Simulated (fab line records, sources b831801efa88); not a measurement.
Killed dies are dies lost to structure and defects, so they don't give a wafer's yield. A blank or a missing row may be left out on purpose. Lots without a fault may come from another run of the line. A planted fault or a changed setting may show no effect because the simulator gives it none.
Chamber matching | flow gf180mcu | GF_V4_ETCH_17 on rie_diel-01: 4 sister chambers
The step etches SiO2 in C4F8/O2/Ar, stops on TiN, target depth 630 nm. 14 wafers are shown with their chamber, then 7 later ones without.

WAFERS WITH THEIR CHAMBER
wafer  | chamber | oes_product_au (a.u.)
L311.1 | 3       | 0.855
L311.4 | 1       | 0.861
L311.6 | 2       | 0.853
L315.1 | 0       | 0.858
L315.4 | 1       | 0.858
L315.5 | 3       | 0.863
L316.1 | 3       | 0.856
L316.2 | 0       | 0.854
L316.6 | 1       | 0.862
L319.2 | 3       | 0.855
L319.4 | 2       | 0.867
L319.6 | 1       | 0.851
L322.1 | 1       | 0.857
L322.3 | 0       | 0.859

SIGNATURES (means of the wafers above)
reading        | chamber 0 | chamber 1 | chamber 2 | chamber 3 | scatter within a chamber
oes_product_au | 0.85700   | 0.85780   | 0.86000   | 0.85725   | 0.00481
Rule: a wafer's distance from a chamber is the root of the sum, over the readings, of the square of ((its reading less the chamber's mean) divided by the reading's scatter). The wafer belongs to the nearest chamber; if the next one is less than 2 further off, it can't be placed. The scatter: the root of (the sum of the squares of (reading less its chamber's mean) over the shown wafers, divided by (wafers less chambers)).

WAFERS WITHOUT THEIR CHAMBER
wafer  | oes_product_au (a.u.)
L322.6 | 0.857
L323.1 | 0.859
L323.2 | 0.854
L323.6 | 0.858
L332.1 | 0.861
L332.2 | 0.850
L332.5 | 0.849

WHICH CHAMBER EACH WENT THROUGH
wafer  | from the rows above               | in truth
L322.6 | can't be placed: 0 or 3 or 1 or 2 | 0
L323.1 | can't be placed: 2 or 1 or 3 or 0 | 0
L323.2 | can't be placed: 0 or 3 or 1 or 2 | 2
L323.6 | can't be placed: 1 or 3 or 0 or 2 | 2
L332.1 | can't be placed: 2 or 1 or 3 or 0 | 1
L332.2 | can't be placed: 0 or 3 or 1 or 2 | 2
L332.5 | can't be placed: 0 or 3 or 1 or 2 | 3
Placed correctly: 0 of 7. Can't be placed from these rows: 7 (the true chamber is among the candidates in 7). Placed wrongly: 0.
